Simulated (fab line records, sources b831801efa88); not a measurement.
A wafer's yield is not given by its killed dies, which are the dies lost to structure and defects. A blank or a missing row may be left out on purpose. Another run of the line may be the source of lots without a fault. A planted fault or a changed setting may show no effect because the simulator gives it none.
fab line records / flow sky130
record lots=13 wafers=37 last-day=51
route steps=708 shown NWELL@68 VT_ADJUST_HVTP@95 VT_ADJUST_NCORE@123 VT_ADJUST_PCH@150
lots that met no fault: from a run of the same line without faults
start-h: hours from the record's opening day to when the first of the lot's shown wafers began / wait-h: hours elapsed since this lot's preceding step / " the same as in the row above / L1.1+2: several wafers, shown together as one row / - either no value or no given start / * or withheld: withheld / < > ~ a bound
route shown NAME@n: NAME is a module with steps in the file, n the number in the route of the first one / usual: mean/standard deviation taken from wafers without a fault / same: alike in all rows / chamber/n: place in a boat / sites: each site's reading / _std_site: standard deviation across them / _edge_site: mean of outer sites minus mean of inner sites / radius-mm: for every site, how far away it sits from the centre of the wafer / mask NAME#n: copy n / behind: the last tool/chamber to shape the wafer / hold: reason for holding the lot/hours on hold/outcome of the hold / device: which transistor (n, p or np) failed to switch / end of line: at the end of the route, the tests of the same wafers / a step given without rows: its recipe and nothing more / killed: count of dies lost to structure and defects at first sort (not the wafer's yield) / map: dies across one wafer; x = killed, . = not, _ = none there
set.NAME: the setting the step ran with; set.NAME@STEP: the setting that earlier step ran with / model.NAME: the simulator's own value behind a step, which no gauge read
the route's steps for a sample of lots (tables are steps, rows are wafers)
services: a tool's chamber out of use, with start hour (start-h, from the record's first day; less than 0 if before it), hours out, and reason
## steps
# step SKY_NWELL_TW_MEAS_15
# usual NWELL_TW=1802/25
lot.wafer=L543.3 tool=film-metro-03 chamber=- start-h=102.29 wait-h=0.1 NWELL_TW=1788
lot.wafer=L543.4 tool=film-metro-03 chamber=- start-h=102.29 wait-h=0.1 NWELL_TW=1773
lot.wafer=L543.6 tool=film-metro-03 chamber=- start-h=102.29 wait-h=0.1 NWELL_TW=1784
lot.wafer=L545.1 tool=film-metro-01 chamber=- start-h=107.17 wait-h=0.1 NWELL_TW=1795
lot.wafer=L545.2 tool=film-metro-01 chamber=- start-h=107.17 wait-h=0.1 NWELL_TW=1786
lot.wafer=L545.3 tool=film-metro-01 chamber=- start-h=107.17 wait-h=0.1 NWELL_TW=1787
lot.wafer=L544.2 tool=film-metro-03 chamber=- start-h=107.40 wait-h=0.1 NWELL_TW=1782
lot.wafer=L544.5 tool=film-metro-03 chamber=- start-h=107.40 wait-h=0.1 NWELL_TW=1776
lot.wafer=L544.6 tool=film-metro-03 chamber=- start-h=107.40 wait-h=0.1 NWELL_TW=1786
lot.wafer=L547.1 tool=film-metro-03 chamber=- start-h=121.16 wait-h=0.1 NWELL_TW=1777
lot.wafer=L547.5 tool=film-metro-03 chamber=- start-h=121.16 wait-h=0.1 NWELL_TW=1772
lot.wafer=L547.6 tool=film-metro-03 chamber=- start-h=121.16 wait-h=0.1 NWELL_TW=1775
lot.wafer=L548.3 tool=film-metro-04 chamber=- start-h=124.96 wait-h=0.1 NWELL_TW=1832
lot.wafer=L548.4 tool=film-metro-04 chamber=- start-h=124.96 wait-h=0.1 NWELL_TW=1837
lot.wafer=L548.6 tool=film-metro-04 chamber=- start-h=124.96 wait-h=0.1 NWELL_TW=1829
lot.wafer=L549.1 tool=film-metro-04 chamber=- start-h=131.02 wait-h=0.1 NWELL_TW=1841
lot.wafer=L549.4 tool=film-metro-04 chamber=- start-h=131.02 wait-h=0.1 NWELL_TW=1837
lot.wafer=L549.6 tool=film-metro-04 chamber=- start-h=131.02 wait-h=0.1 NWELL_TW=1843
lot.wafer=L550.1 tool=film-metro-03 chamber=- start-h=135.07 wait-h=0.1 NWELL_TW=1777
lot.wafer=L550.2 tool=film-metro-03 chamber=- start-h=135.07 wait-h=0.1 NWELL_TW=1775
lot.wafer=L550.6 tool=film-metro-03 chamber=- start-h=135.07 wait-h=0.1 NWELL_TW=1778
lot.wafer=L554.4 tool=film-metro-01 chamber=- start-h=166.05 wait-h=0.1 NWELL_TW=1804
lot.wafer=L554.5 tool=film-metro-01 chamber=- start-h=166.05 wait-h=0.1 NWELL_TW=1789
lot.wafer=L554.6 tool=film-metro-01 chamber=- start-h=166.05 wait-h=0.1 NWELL_TW=1784
lot.wafer=L555.4 tool=film-metro-03 chamber=- start-h=171.64 wait-h=0.1 NWELL_TW=1785
lot.wafer=L557.1 tool=film-metro-04 chamber=- start-h=181.22 wait-h=0.1 NWELL_TW=1843
lot.wafer=L557.5 tool=film-metro-04 chamber=- start-h=181.22 wait-h=0.1 NWELL_TW=1840
lot.wafer=L557.6 tool=film-metro-04 chamber=- start-h=181.22 wait-h=0.1 NWELL_TW=1843
lot.wafer=L561.1 tool=film-metro-04 chamber=- start-h=204.54 wait-h=0.1 NWELL_TW=1834
lot.wafer=L561.5 tool=film-metro-04 chamber=- start-h=204.54 wait-h=0.1 NWELL_TW=1842
lot.wafer=L561.6 tool=film-metro-04 chamber=- start-h=204.54 wait-h=0.1 NWELL_TW=1841
lot.wafer=L564.1 tool=film-metro-01 chamber=- start-h=217.31 wait-h=0.1 NWELL_TW=1804
lot.wafer=L564.2 tool=film-metro-01 chamber=- start-h=217.31 wait-h=0.1 NWELL_TW=1790
lot.wafer=L564.5 tool=film-metro-01 chamber=- start-h=217.31 wait-h=0.1 NWELL_TW=1804
lot.wafer=L565.1 tool=film-metro-04 chamber=- start-h=225.34 wait-h=0.1 NWELL_TW=1840
lot.wafer=L565.2 tool=film-metro-04 chamber=- start-h=225.34 wait-h=0.1 NWELL_TW=1841
lot.wafer=L565.4 tool=film-metro-04 chamber=- start-h=225.34 wait-h=0.1 NWELL_TW=1844
# step SKY_VT_ADJUST_HVTP_STRIP_10
# recipe chemistry=O2/N2 power-w=1400 pressure-mtorr=1500 platen-temp-c=withheld o2-flow-sccm=3000 n2-flow-sccm=300 overash-fraction=0.5
# usual drypump-motor-current-A=5.8/0.47 oes-product-au=0.716/0.0043 strip-time-to-endpoint-s=14.17/0.033
lot.wafer=L543.3 tool=plasma-asher-02 chamber=0 start-h=140.45 wait-h=0.1 drypump-motor-current-A=5.5 oes-product-au=0.713 rf-hours-counter-h=- strip-time-to-endpoint-s=14.12
lot.wafer=L543.4 tool=plasma-asher-02 chamber=1 start-h=140.45 wait-h=0.1 drypump-motor-current-A=5.9 oes-product-au=0.718 rf-hours-counter-h=- strip-time-to-endpoint-s=14.18
lot.wafer=L543.6 tool=plasma-asher-02 chamber=0 start-h=140.45 wait-h=0.1 drypump-motor-current-A=5.5 oes-product-au=0.718 rf-hours-counter-h=- strip-time-to-endpoint-s=14.23
lot.wafer=L545.1 tool=plasma-asher-03 chamber=1 start-h=146.61 wait-h=0.1 drypump-motor-current-A=6.8 oes-product-au=0.724 rf-hours-counter-h=33 strip-time-to-endpoint-s=14.19
lot.wafer=L545.2 tool=plasma-asher-03 chamber=0 start-h=146.61 wait-h=0.1 drypump-motor-current-A=5.9 oes-product-au=0.731 rf-hours-counter-h=33 strip-time-to-endpoint-s=14.23
lot.wafer=L545.3 tool=plasma-asher-03 chamber=1 start-h=146.61 wait-h=0.1 drypump-motor-current-A=6.8 oes-product-au=0.714 rf-hours-counter-h=- strip-time-to-endpoint-s=14.13
lot.wafer=L544.2 tool=plasma-asher-02 chamber=0 start-h=147.88 wait-h=0.1 drypump-motor-current-A=5.5 oes-product-au=0.715 rf-hours-counter-h=43 strip-time-to-endpoint-s=14.20
lot.wafer=L544.5 tool=plasma-asher-02 chamber=0 start-h=147.88 wait-h=0.1 drypump-motor-current-A=5.5 oes-product-au=0.719 rf-hours-counter-h=- strip-time-to-endpoint-s=14.21
lot.wafer=L544.6 tool=plasma-asher-02 chamber=1 start-h=147.88 wait-h=0.1 drypump-motor-current-A=5.9 oes-product-au=0.711 rf-hours-counter-h=- strip-time-to-endpoint-s=14.20
lot.wafer=L547.1 tool=plasma-asher-03 chamber=1 start-h=161.14 wait-h=0.1 drypump-motor-current-A=6.8 oes-product-au=0.714 rf-hours-counter-h=35 strip-time-to-endpoint-s=14.11
lot.wafer=L547.5 tool=plasma-asher-03 chamber=0 start-h=161.14 wait-h=0.1 drypump-motor-current-A=5.9 oes-product-au=0.722 rf-hours-counter-h=- strip-time-to-endpoint-s=14.13
lot.wafer=L547.6 tool=plasma-asher-03 chamber=1 start-h=161.14 wait-h=0.1 drypump-motor-current-A=6.8 oes-product-au=0.717 rf-hours-counter-h=- strip-time-to-endpoint-s=14.13
lot.wafer=L548.3 tool=plasma-asher-01 chamber=0 start-h=165.63 wait-h=0.1 drypump-motor-current-A=5.1 oes-product-au=0.717 rf-hours-counter-h=- strip-time-to-endpoint-s=14.13
lot.wafer=L548.4 tool=plasma-asher-01 chamber=1 start-h=165.63 wait-h=0.1 drypump-motor-current-A=5.6 oes-product-au=0.717 rf-hours-counter-h=- strip-time-to-endpoint-s=14.22
lot.wafer=L548.6 tool=plasma-asher-01 chamber=0 start-h=165.63 wait-h=0.1 drypump-motor-current-A=5.2 oes-product-au=0.716 rf-hours-counter-h=- strip-time-to-endpoint-s=14.19
lot.wafer=L549.1 tool=plasma-asher-02 chamber=0 start-h=173.09 wait-h=0.1 drypump-motor-current-A=5.5 oes-product-au=0.716 rf-hours-counter-h=46 strip-time-to-endpoint-s=14.21
lot.wafer=L549.4 tool=plasma-asher-02 chamber=1 start-h=173.09 wait-h=0.1 drypump-motor-current-A=5.9 oes-product-au=0.713 rf-hours-counter-h=- strip-time-to-endpoint-s=14.20
lot.wafer=L549.6 tool=plasma-asher-02 chamber=0 start-h=173.09 wait-h=0.1 drypump-motor-current-A=5.4 oes-product-au=0.712 rf-hours-counter-h=- strip-time-to-endpoint-s=14.21
lot.wafer=L550.1 tool=plasma-asher-01 chamber=0 start-h=176.49 wait-h=0.1 drypump-motor-current-A=5.1 oes-product-au=0.706 rf-hours-counter-h=6 strip-time-to-endpoint-s=14.20
lot.wafer=L550.2 tool=plasma-asher-01 chamber=1 start-h=176.49 wait-h=0.1 drypump-motor-current-A=5.6 oes-product-au=0.719 rf-hours-counter-h=6 strip-time-to-endpoint-s=14.19
lot.wafer=L550.6 tool=plasma-asher-01 chamber=1 start-h=176.49 wait-h=0.1 drypump-motor-current-A=5.6 oes-product-au=0.710 rf-hours-counter-h=- strip-time-to-endpoint-s=14.19
lot.wafer=L554.4 tool=plasma-asher-02 chamber=0 start-h=211.55 wait-h=0.1 drypump-motor-current-A=5.4 oes-product-au=0.713 rf-hours-counter-h=- strip-time-to-endpoint-s=14.17
lot.wafer=L554.5 tool=plasma-asher-02 chamber=0 start-h=211.55 wait-h=0.1 drypump-motor-current-A=5.5 oes-product-au=0.711 rf-hours-counter-h=- strip-time-to-endpoint-s=14.14
lot.wafer=L554.6 tool=plasma-asher-02 chamber=1 start-h=211.55 wait-h=0.1 drypump-motor-current-A=5.9 oes-product-au=0.716 rf-hours-counter-h=- strip-time-to-endpoint-s=14.15
lot.wafer=L555.4 tool=plasma-asher-02 chamber=1 start-h=216.78 wait-h=0.1 drypump-motor-current-A=5.9 oes-product-au=0.719 rf-hours-counter-h=- strip-time-to-endpoint-s=14.24
lot.wafer=L557.1 tool=plasma-asher-02 chamber=0 start-h=227.88 wait-h=0.1 drypump-motor-current-A=5.5 oes-product-au=0.714 rf-hours-counter-h=51 strip-time-to-endpoint-s=14.23
lot.wafer=L557.5 tool=plasma-asher-02 chamber=0 start-h=227.88 wait-h=0.1 drypump-motor-current-A=5.5 oes-product-au=0.728 rf-hours-counter-h=- strip-time-to-endpoint-s=14.16
lot.wafer=L557.6 tool=plasma-asher-02 chamber=1 start-h=227.88 wait-h=0.1 drypump-motor-current-A=5.9 oes-product-au=0.716 rf-hours-counter-h=- strip-time-to-endpoint-s=14.15
lot.wafer=L561.1 tool=plasma-asher-01 chamber=0 start-h=251.91 wait-h=0.1 drypump-motor-current-A=5.1 oes-product-au=0.714 rf-hours-counter-h=11 strip-time-to-endpoint-s=14.19
lot.wafer=L561.5 tool=plasma-asher-01 chamber=0 start-h=251.91 wait-h=0.1 drypump-motor-current-A=5.1 oes-product-au=0.716 rf-hours-counter-h=- strip-time-to-endpoint-s=14.16
lot.wafer=L561.6 tool=plasma-asher-01 chamber=1 start-h=251.91 wait-h=0.1 drypump-motor-current-A=5.5 oes-product-au=0.724 rf-hours-counter-h=- strip-time-to-endpoint-s=14.17
lot.wafer=L564.1 tool=plasma-asher-02 chamber=1 start-h=265.29 wait-h=0.1 drypump-motor-current-A=5.9 oes-product-au=0.718 rf-hours-counter-h=55 strip-time-to-endpoint-s=14.19
lot.wafer=L564.2 tool=plasma-asher-02 chamber=0 start-h=265.29 wait-h=0.1 drypump-motor-current-A=5.5 oes-product-au=0.721 rf-hours-counter-h=55 strip-time-to-endpoint-s=14.21
lot.wafer=L564.5 tool=plasma-asher-02 chamber=0 start-h=265.29 wait-h=0.1 drypump-motor-current-A=5.5 oes-product-au=0.720 rf-hours-counter-h=- strip-time-to-endpoint-s=14.18
lot.wafer=L565.1 tool=plasma-asher-03 chamber=0 start-h=273.74 wait-h=0.1 drypump-motor-current-A=5.9 oes-product-au=0.716 rf-hours-counter-h=46 strip-time-to-endpoint-s=14.15
lot.wafer=L565.2 tool=plasma-asher-03 chamber=1 start-h=273.74 wait-h=0.1 drypump-motor-current-A=6.8 oes-product-au=0.725 rf-hours-counter-h=46 strip-time-to-endpoint-s=14.17
lot.wafer=L565.4 tool=plasma-asher-03 chamber=1 start-h=273.74 wait-h=0.1 drypump-motor-current-A=6.8 oes-product-au=0.716 rf-hours-counter-h=- strip-time-to-endpoint-s=14.20
# step SKY_VT_ADJUST_NCORE_EXPOSE_04
# recipe mask-id=LVTN_COMPLEMENT_THIN na=0.6 source-shape=conventional sigma-outer=0.6 polarization=unpolarized target-cd-nm=380 dose-mj=139
lot.wafer=L543.3+4+6 tool=iline-stepper-01 chamber=0 start-h=192.33 wait-h=- mask=LVTN_COMPLEMENT_THIN#0
lot.wafer=L545.1+2+3 tool=iline-stepper-01 chamber=0 start-h=199.69 wait-h=- mask=LVTN_COMPLEMENT_THIN#0
lot.wafer=L544.2+5+6 tool=iline-stepper-01 chamber=0 start-h=200.79 wait-h=- mask=LVTN_COMPLEMENT_THIN#0
lot.wafer=L547.1+5+6 tool=iline-stepper-02 chamber=0 start-h=216.44 wait-h=- mask=LVTN_COMPLEMENT_THIN#0
lot.wafer=L548.3+4+6 tool=iline-stepper-01 chamber=0 start-h=220.35 wait-h=- mask=LVTN_COMPLEMENT_THIN#0
lot.wafer=L549.1+4+6 tool=iline-stepper-02 chamber=0 start-h=228.96 wait-h=- mask=LVTN_COMPLEMENT_THIN#0
lot.wafer=L550.1+2+6 tool=iline-stepper-02 chamber=0 start-h=233.62 wait-h=- mask=LVTN_COMPLEMENT_THIN#0
lot.wafer=L554.4+5+6 tool=iline-stepper-02 chamber=0 start-h=270.99 wait-h=- mask=LVTN_COMPLEMENT_THIN#0
lot.wafer=L555.4 tool=iline-stepper-01 chamber=0 start-h=277.26 wait-h=- mask=LVTN_COMPLEMENT_THIN#0
lot.wafer=L557.1+5+6 tool=iline-stepper-01 chamber=0 start-h=288.35 wait-h=- mask=LVTN_COMPLEMENT_THIN#0
lot.wafer=L561.1+5+6 tool=iline-stepper-02 chamber=0 start-h=314.54 wait-h=- mask=LVTN_COMPLEMENT_THIN#0
lot.wafer=L564.1+2+5 tool=iline-stepper-02 chamber=0 start-h=329.11 wait-h=- mask=LVTN_COMPLEMENT_THIN#0
lot.wafer=L565.1+2+4 tool=iline-stepper-01 chamber=0 start-h=340.01 wait-h=- mask=LVTN_COMPLEMENT_THIN#0
# step SKY_VT_ADJUST_NCORE_CD_MEAS_07
# recipe target-cd-nm=380
# usual cd-nm=379.9/2.7
lot.wafer=L543.3 tool=cd-sem-02 chamber=- start-h=203.96 wait-h=0.1 hold=- cd-nm=380.9
lot.wafer=L543.4 tool=cd-sem-02 chamber=- start-h=203.96 wait-h=0.1 hold=- cd-nm=382.8
lot.wafer=L543.6 tool=cd-sem-02 chamber=- start-h=203.96 wait-h=0.1 hold=- cd-nm=383.6
lot.wafer=L545.1 tool=cd-sem-02 chamber=- start-h=211.44 wait-h=0.1 hold=- cd-nm=379.2
lot.wafer=L545.2 tool=cd-sem-02 chamber=- start-h=211.44 wait-h=0.1 hold=- cd-nm=377.7
lot.wafer=L545.3 tool=cd-sem-02 chamber=- start-h=211.44 wait-h=0.1 hold=- cd-nm=377.9
lot.wafer=L544.2 tool=cd-sem-02 chamber=- start-h=212.19 wait-h=0.1 hold=- cd-nm=379.1
lot.wafer=L544.5 tool=cd-sem-02 chamber=- start-h=212.19 wait-h=0.1 hold=- cd-nm=380.1
lot.wafer=L544.6 tool=cd-sem-02 chamber=- start-h=212.19 wait-h=0.1 hold=- cd-nm=378.0
lot.wafer=L547.1 tool=cd-sem-01 chamber=- start-h=227.59 wait-h=0.1 hold=- cd-nm=373.6
lot.wafer=L547.5 tool=cd-sem-01 chamber=- start-h=227.59 wait-h=0.1 hold=- cd-nm=377.1
lot.wafer=L547.6 tool=cd-sem-01 chamber=- start-h=227.59 wait-h=0.1 hold=- cd-nm=376.9
lot.wafer=L548.3 tool=cd-sem-01 chamber=- start-h=231.53 wait-h=0.1 hold=- cd-nm=377.1
lot.wafer=L548.4 tool=cd-sem-01 chamber=- start-h=231.53 wait-h=0.1 hold=- cd-nm=374.2
lot.wafer=L548.6 tool=cd-sem-01 chamber=- start-h=231.53 wait-h=0.1 hold=- cd-nm=375.3
lot.wafer=L549.1 tool=cd-sem-02 chamber=- start-h=241.17 wait-h=0.1 hold=- cd-nm=380.2
lot.wafer=L549.4 tool=cd-sem-02 chamber=- start-h=241.17 wait-h=0.1 hold=- cd-nm=377.0
lot.wafer=L549.6 tool=cd-sem-02 chamber=- start-h=241.17 wait-h=0.1 hold=- cd-nm=377.9
lot.wafer=L550.1 tool=cd-sem-02 chamber=- start-h=245.68 wait-h=0.1 hold=- cd-nm=380.5
lot.wafer=L550.2 tool=cd-sem-02 chamber=- start-h=245.68 wait-h=0.1 hold=- cd-nm=383.1
lot.wafer=L550.6 tool=cd-sem-02 chamber=- start-h=245.68 wait-h=0.1 hold=- cd-nm=380.5
lot.wafer=L554.4 tool=cd-sem-02 chamber=- start-h=283.14 wait-h=0.1 hold=- cd-nm=376.7
lot.wafer=L554.5 tool=cd-sem-02 chamber=- start-h=283.14 wait-h=0.1 hold=- cd-nm=378.5
lot.wafer=L554.6 tool=cd-sem-02 chamber=- start-h=283.14 wait-h=0.1 hold=- cd-nm=376.0
lot.wafer=L555.4 tool=cd-sem-01 chamber=- start-h=289.23 wait-h=0.1 hold=await-dispo/0.2h/release cd-nm=360.2
lot.wafer=L555.4 tool=cd-sem-01 chamber=- start-h=289.70 wait-h=0.4 hold=- cd-nm=359.9
lot.wafer=L557.1 tool=cd-sem-01 chamber=- start-h=300.74 wait-h=0.1 hold=await-dispo/0.2h/release cd-nm=384.0
lot.wafer=L557.5 tool=cd-sem-01 chamber=- start-h=300.74 wait-h=0.1 hold=await-dispo/0.2h/release cd-nm=382.4
lot.wafer=L557.6 tool=cd-sem-01 chamber=- start-h=300.74 wait-h=0.1 hold=await-dispo/0.2h/release cd-nm=364.4
lot.wafer=L557.1 tool=cd-sem-01 chamber=- start-h=301.02 wait-h=0.3 hold=- cd-nm=383.6
lot.wafer=L557.5 tool=cd-sem-01 chamber=- start-h=301.02 wait-h=0.3 hold=- cd-nm=382.5
lot.wafer=L557.6 tool=cd-sem-01 chamber=- start-h=301.02 wait-h=0.3 hold=- cd-nm=364.0
lot.wafer=L561.1 tool=cd-sem-01 chamber=- start-h=327.08 wait-h=0.2 hold=- cd-nm=378.2
lot.wafer=L561.5 tool=cd-sem-01 chamber=- start-h=327.08 wait-h=0.2 hold=- cd-nm=379.7
lot.wafer=L561.6 tool=cd-sem-01 chamber=- start-h=327.08 wait-h=0.2 hold=- cd-nm=381.7
lot.wafer=L564.1 tool=cd-sem-02 chamber=- start-h=342.74 wait-h=0.1 hold=- cd-nm=380.0
lot.wafer=L564.2 tool=cd-sem-02 chamber=- start-h=342.74 wait-h=0.1 hold=- cd-nm=377.9
lot.wafer=L564.5 tool=cd-sem-02 chamber=- start-h=342.74 wait-h=0.1 hold=- cd-nm=379.5
lot.wafer=L565.1 tool=cd-sem-01 chamber=- start-h=353.39 wait-h=0.1 hold=- cd-nm=383.7
lot.wafer=L565.2 tool=cd-sem-01 chamber=- start-h=353.39 wait-h=0.1 hold=- cd-nm=381.1
lot.wafer=L565.4 tool=cd-sem-01 chamber=- start-h=353.39 wait-h=0.1 hold=- cd-nm=382.7
# step SKY_VT_ADJUST_PCH_OVL_MEAS_07
# usual VT_ADJUST_PCH_OVL=0.1/1.4
lot.wafer=L543.3 tool=overlay-02 chamber=- start-h=251.32 wait-h=- VT_ADJUST_PCH_OVL[nm]=3.0
lot.wafer=L543.4 tool=overlay-02 chamber=- start-h=251.32 wait-h=- VT_ADJUST_PCH_OVL[nm]=3.4
lot.wafer=L543.6 tool=overlay-02 chamber=- start-h=251.32 wait-h=- VT_ADJUST_PCH_OVL[nm]=1.2
lot.wafer=L545.1 tool=overlay-01 chamber=- start-h=259.31 wait-h=- VT_ADJUST_PCH_OVL[nm]=1.0
lot.wafer=L545.2 tool=overlay-01 chamber=- start-h=259.31 wait-h=- VT_ADJUST_PCH_OVL[nm]=1.9
lot.wafer=L545.3 tool=overlay-01 chamber=- start-h=259.31 wait-h=- VT_ADJUST_PCH_OVL[nm]=0.1
lot.wafer=L544.2 tool=overlay-02 chamber=- start-h=260.61 wait-h=- VT_ADJUST_PCH_OVL[nm]=1.7
lot.wafer=L544.5 tool=overlay-02 chamber=- start-h=260.61 wait-h=- VT_ADJUST_PCH_OVL[nm]=0.5
lot.wafer=L544.6 tool=overlay-02 chamber=- start-h=260.61 wait-h=- VT_ADJUST_PCH_OVL[nm]=0.3
lot.wafer=L547.1 tool=overlay-01 chamber=- start-h=276.47 wait-h=- VT_ADJUST_PCH_OVL[nm]=-0.1
lot.wafer=L547.5 tool=overlay-01 chamber=- start-h=276.47 wait-h=- VT_ADJUST_PCH_OVL[nm]=-0.5
lot.wafer=L547.6 tool=overlay-01 chamber=- start-h=276.47 wait-h=- VT_ADJUST_PCH_OVL[nm]=-2.0
lot.wafer=L548.3 tool=overlay-01 chamber=- start-h=280.94 wait-h=- VT_ADJUST_PCH_OVL[nm]=0.3
lot.wafer=L548.4 tool=overlay-01 chamber=- start-h=280.94 wait-h=- VT_ADJUST_PCH_OVL[nm]=1.0
lot.wafer=L548.6 tool=overlay-01 chamber=- start-h=280.94 wait-h=- VT_ADJUST_PCH_OVL[nm]=0.8
lot.wafer=L549.1 tool=overlay-02 chamber=- start-h=290.17 wait-h=- VT_ADJUST_PCH_OVL[nm]=0.4
lot.wafer=L549.4 tool=overlay-02 chamber=- start-h=290.17 wait-h=- VT_ADJUST_PCH_OVL[nm]=3.1
lot.wafer=L549.6 tool=overlay-02 chamber=- start-h=290.17 wait-h=- VT_ADJUST_PCH_OVL[nm]=1.3
lot.wafer=L550.1 tool=overlay-02 chamber=- start-h=295.52 wait-h=- VT_ADJUST_PCH_OVL[nm]=-0.1
lot.wafer=L550.2 tool=overlay-02 chamber=- start-h=295.52 wait-h=- VT_ADJUST_PCH_OVL[nm]=0.4
lot.wafer=L550.6 tool=overlay-02 chamber=- start-h=295.52 wait-h=- VT_ADJUST_PCH_OVL[nm]=0.9
lot.wafer=L554.4 tool=overlay-01 chamber=- start-h=336.53 wait-h=- VT_ADJUST_PCH_OVL[nm]=1.4
lot.wafer=L554.5 tool=overlay-01 chamber=- start-h=336.53 wait-h=- VT_ADJUST_PCH_OVL[nm]=0.4
lot.wafer=L554.6 tool=overlay-01 chamber=- start-h=336.53 wait-h=- VT_ADJUST_PCH_OVL[nm]=0.6
lot.wafer=L555.4 tool=overlay-01 chamber=- start-h=342.84 wait-h=- VT_ADJUST_PCH_OVL[nm]=-0.5
lot.wafer=L557.1 tool=overlay-01 chamber=- start-h=356.14 wait-h=- VT_ADJUST_PCH_OVL[nm]=-2.4
lot.wafer=L557.5 tool=overlay-01 chamber=- start-h=356.14 wait-h=- VT_ADJUST_PCH_OVL[nm]=-2.3
lot.wafer=L557.6 tool=overlay-01 chamber=- start-h=356.14 wait-h=- VT_ADJUST_PCH_OVL[nm]=-1.5
lot.wafer=L561.1 tool=overlay-01 chamber=- start-h=384.61 wait-h=- VT_ADJUST_PCH_OVL[nm]=-0.5
lot.wafer=L561.5 tool=overlay-01 chamber=- start-h=384.61 wait-h=- VT_ADJUST_PCH_OVL[nm]=-0.2
lot.wafer=L561.6 tool=overlay-01 chamber=- start-h=384.61 wait-h=- VT_ADJUST_PCH_OVL[nm]=1.2
lot.wafer=L564.1 tool=overlay-01 chamber=- start-h=400.69 wait-h=- VT_ADJUST_PCH_OVL[nm]=0.7
lot.wafer=L564.2 tool=overlay-01 chamber=- start-h=400.69 wait-h=- VT_ADJUST_PCH_OVL[nm]=0.9
lot.wafer=L564.5 tool=overlay-01 chamber=- start-h=400.69 wait-h=- VT_ADJUST_PCH_OVL[nm]=0.9
lot.wafer=L565.1 tool=overlay-02 chamber=- start-h=412.81 wait-h=- VT_ADJUST_PCH_OVL[nm]=0.1
lot.wafer=L565.2 tool=overlay-02 chamber=- start-h=412.81 wait-h=- VT_ADJUST_PCH_OVL[nm]=-0.9
lot.wafer=L565.4 tool=overlay-02 chamber=- start-h=412.81 wait-h=- VT_ADJUST_PCH_OVL[nm]=-0.3
## services
tool=plasma-asher-01 chamber=0 start-h=117.75 hours=- kind=clean
tool=plasma-asher-01 chamber=1 start-h=117.75 hours=- kind=clean
tool=plasma-asher-01 chamber=- start-h=182.78 hours=4.0 kind=pm
tool=plasma-asher-01 chamber=- start-h=203.59 hours=14.6 kind=pm
tool=iline-stepper-01 chamber=- start-h=234.00 hours=1.7 kind=pm
tool=iline-stepper-02 chamber=- start-h=272.63 hours=2.4 kind=repair
tool=iline-stepper-02 chamber=- start-h=285.45 hours=1.1 kind=repair
tool=iline-stepper-02 chamber=- start-h=290.52 hours=8.7 kind=repair
tool=plasma-asher-02 chamber=- start-h=291.65 hours=14.6 kind=pm
tool=plasma-asher-02 chamber=- start-h=312.03 hours=0.9 kind=repair
tool=plasma-asher-03 chamber=- start-h=312.41 hours=5.4 kind=pm
tool=iline-stepper-02 chamber=- start-h=331.44 hours=1.7 kind=pm
## key
first-sign step=SKY_VT_ADJUST_NCORE_CD_MEAS_07 reading=visit direction=added
effect step=SKY_VT_ADJUST_NCORE_CD_MEAS_07 reading=cd-nm direction=down sigmas=6.6 usual=379.9 struck=362.3
met-at SKY_VT_ADJUST_NCORE_EXPOSE_04
struck-lots L555,L557
struck-wafers L555.4,L557.6
tester-left-out L555,L557
not-acting-at SKY_NWELL_TW_MEAS_15,SKY_VT_ADJUST_HVTP_STRIP_10,SKY_VT_ADJUST_PCH_OVL_MEAS_07
onset-between 220.35 277.26
fault kind=process-parameter-drift tool=iline-stepper-01 chamber=- onset-h=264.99 steps=SKY_VT_ADJUST_NCORE_EXPOSE_04 channel=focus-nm offset=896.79 shape=step end-h=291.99 scope=struck-wafers-only
# tester-left-out: of these lots the tester's yield and bins aren't shown, on N5 and GAA mostly nor the transistor test; their killed dies are dies lost to structure and defects alone, not to doping, threshold or leakage, so they don't give the yield
